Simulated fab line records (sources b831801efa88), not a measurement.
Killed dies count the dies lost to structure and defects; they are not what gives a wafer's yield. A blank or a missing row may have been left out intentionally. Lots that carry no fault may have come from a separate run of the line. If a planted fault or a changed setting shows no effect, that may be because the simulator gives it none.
8D (eight disciplines) problem report, filled in by code    flow gf180mcu    the parts of the form that need people (team, actions taken, sign-off) are left out

1. THE ISSUE
V4_CVD_02_THK at GF_V4_THK_MEAS_03 reads a mean of 518 nm on 2 wafers of 1 lot; wafers without a fault read 852 nm with a standard deviation of 14. Relative to the usual mean, that is a shift of -24 standard deviations.
Seen first at day 26 03:33 on film metro-02, wafer L307.2. At this step, 36 wafers from 12 lots have a number in the record. Rule for "out", or "out of limits": more than 4 standard deviations from the usual mean. The rest of the wafers with a number are treated as sound.

2. WHAT THIS IS AND IS NOT
question                     is                 is not
which readings at this step  V4_CVD_02_THK      -
which lots                   L307               L300, L303, L313, L315, L316, L317, L318, L319, L320, L322, L323
which wafers of those lots   L307.2, L307.6     L307.3
read on which gauges         film metro-02      film metro-03, film metro-04
when                         from day 26 03:33  up to then (7 sound wafers); but 27 sound wafers of L313, L315, L316, L317, L318, L319, L320, L322, L323 came after

3. THE SUSPECTS, EACH WITH WHAT RULES IT OUT
Counting: any tool at a process step up to the reading remains a suspect provided it ran every lot that is out. Sound lots after the first of them don't rule it out here, since some wafers of a struck lot are sound.
- ruled out: the gauge at GF_V4_THK_MEAS_03. All the wafers that are out were read on film metro-02, but those of them that GF_V4_CMP_04 has rows for are out there too, on other tools.
- rie diel-04 at GF_V3_ETCH_16 (etches BARC in N2/H2): kept. L307, the lot that is out, went through it at day 25 03:11; up to then, the latest sound lot through it was L300 at day 22 15:52.
- pecvd-01 at GF_V4_CVD_02 (deposits SiO2 from TEOS, target thk 850 nm, time 94.851 s): kept. L307, the lot that is out, went through it at day 26 03:29; up to then, the latest sound lot through it was L303 at day 24 14:20.
After counting, rie diel-04 at GF_V3_ETCH_16 and pecvd-01 at GF_V4_CVD_02 remain.

4. THE CAUSE (what the simulator had put in)
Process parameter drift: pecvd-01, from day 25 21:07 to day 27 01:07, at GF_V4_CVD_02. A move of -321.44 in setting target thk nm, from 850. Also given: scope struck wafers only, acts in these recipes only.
Of the 2 suspects that counting leaves, this tool is one.

5. THE CHAIN OF EFFECTS, in route order
Each row: a reading where the mean over the struck wafers with a number is more than 3 standard deviations away from the usual. Readings are gone through only where the record gives a usual standard deviation; hours: the median, over the lots, of the time from a lot's start at the first step in this table giving one to that lot's start at this step; sigmas: the change measured in usual standard deviations.
hours  step               reading             usual       on struck wafers  change  sigmas
0      GF_V4_THK_MEAS_03  V4_CVD_02_THK       852 nm      518               -334    -24
0      GF_V4_CMP_04       time to endpoint s  83 s        34                -49     -6.6
-      GF_V4_ETCH_17      oes product au      0.857 a.u.  0.772             -0.085  -17
Its process steps:
- GF_V4_CMP_04: polishes SiO2.
- GF_V4_ETCH_17: etches SiO2 in C4F8/O2/Ar, stops on TiN, target depth 630 nm.
At these later measuring or inspecting steps, every struck wafer for which the step has a row has a number for every such reading, and none has moved that far: GF_V4_OVL_MEAS_15.

6. HOW IT WOULD HAVE BEEN CAUGHT EARLIER
In this record the first reading out of limits at a measuring or inspecting step was taken at day 26 03:33, 6 hours after the fault began at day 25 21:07.
Tool readings at GF_V4_CVD_02 with a usual standard deviation given in the record: none out on any struck wafer, hence no alarm at a limit of 4 standard deviations on them.
By day 26 03:33 the whole set of lots that are out, 1 in number, had already begun GF_V4_CVD_02 on pecvd-01. Had the tool been put on hold then, not one of them would have been saved.
